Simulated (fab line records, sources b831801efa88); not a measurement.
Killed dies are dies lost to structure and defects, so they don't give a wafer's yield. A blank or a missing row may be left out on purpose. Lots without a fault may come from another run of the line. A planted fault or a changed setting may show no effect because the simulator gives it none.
Chamber matching | flow gf180mcu | GF_M5_ETCH_09 on rie_diel-04: 4 sister chambers
The step etches Si3N4 in CF4/O2, target depth 52 nm, time 11.6 s. 8 wafers are shown with their chamber, then 7 later ones without.

WAFERS WITH THEIR CHAMBER
wafer  | chamber | drypump_motor_current_A (A) | oes_product_au (a.u.)
L469.4 | 0       | 5.4                         | 0.995
L472.3 | 3       | 5.0                         | 0.990
L472.5 | 1       | 6.0                         | 0.985
L478.1 | 1       | 6.1                         | 0.990
L478.2 | 2       | 6.2                         | 0.999
L478.3 | 0       | 5.4                         | 0.989
L480.1 | 3       | 5.0                         | 0.987
L480.2 | 2       | 6.2                         | 0.989

WAFERS WITHOUT THEIR CHAMBER
wafer  | drypump_motor_current_A (A) | oes_product_au (a.u.)
L480.4 | 5.4                         | 0.989
L487.2 | 5.0                         | 0.991
L487.4 | 6.0                         | 0.979
L487.5 | 5.4                         | 0.991
L490.3 | 5.4                         | 0.992
L490.4 | 6.2                         | 0.999
L490.6 | 6.1                         | 0.993

WHICH CHAMBER EACH WENT THROUGH
wafer  | from the rows above     | in truth
L480.4 | 0                       | 0
L487.2 | 3                       | 3
L487.4 | 1                       | 1
L487.5 | 0                       | 0
L490.3 | 0                       | 0
L490.4 | 2                       | 2
L490.6 | can't be placed: 1 or 2 | 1
Placed correctly: 6 of 7. Can't be placed from these rows: 1 (the true chamber is among the candidates in 1). Placed wrongly: 0.
How it was worked out, from the rows above alone: a wafer's distance from a chamber is the root of the sum, over the readings, of the square of ((its reading less the chamber's mean) divided by the reading's scatter). The wafer belongs to the nearest chamber; if the next one is less than 2 further off, it can't be placed. A chamber's mean is the mean of its shown wafers. The scatter: the root of (the sum of the squares of (reading less its chamber's mean) over the shown wafers, divided by (wafers less chambers)).
